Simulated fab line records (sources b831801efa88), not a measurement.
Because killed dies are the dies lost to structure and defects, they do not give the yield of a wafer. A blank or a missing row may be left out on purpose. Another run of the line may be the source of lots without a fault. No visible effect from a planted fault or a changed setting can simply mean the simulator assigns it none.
The tool behind it: which one? -- flow gf180mcu -- 6 lots, 18 wafers sampled, at 2 steps of a route of 602

WHAT THE GAUGES READ, wafer by wafer
GF_V5_THK_MEAS_03.
lot,measured,on,V5_CVD_02_THK (nm)
L792,day 27 00:51,filmMetro-04,1417 1443 1449
L799,day 29 08:23,filmMetro-04,1416 1425 1441
L801,day 30 02:41,filmMetro-04,1464 1430 1465
L805,day 31 02:46,filmMetro-02,1431 1439 1495
L808,day 31 23:56,filmMetro-04,1425 1477 1435
L810,day 32 10:26,filmMetro-02,1447 1443 1462

TOOL THAT RAN EACH LOT (tool first, then ch and the chambers of the sampled wafers, then the start)
lot,GF_M5_STRIP_11
L792,"plasmaAsher-01 ch 0,1, day 27 00:05"
L799,"plasmaAsher-02 ch 0, day 29 07:37"
L801,"plasmaAsher-01 ch 0,1, day 30 01:54"
L805,"plasmaAsher-02 ch 0,1, day 31 01:55"
L808,"plasmaAsher-01 ch 0,1, day 31 23:10"
L810,"plasmaAsher-02 ch 0,1, day 32 09:39"
- GF_M5_STRIP_11: strips in O2/N2.

THE ANSWER, worked out from the rows above alone
Rule: usual is defined by the lots themselves. The widest of any qualifying gaps counts: lots, ordered by their means at a reading, are off when they make up no more than a third of the lots, leave a main group of 4 or more, and stand apart from it by 3 or more times the standard deviation of that group's means. The tables above print the reading to a certain number of digits; a main group whose means all agree to those digits is not used. Also off: a lot with no number at a reading for which 4 or more lots have one. The other lots that the step has rows for count as sound.
Across all readings shown, no lot is off: no conclusion can be drawn from this.

WHAT THE SIMULATOR PUT IN
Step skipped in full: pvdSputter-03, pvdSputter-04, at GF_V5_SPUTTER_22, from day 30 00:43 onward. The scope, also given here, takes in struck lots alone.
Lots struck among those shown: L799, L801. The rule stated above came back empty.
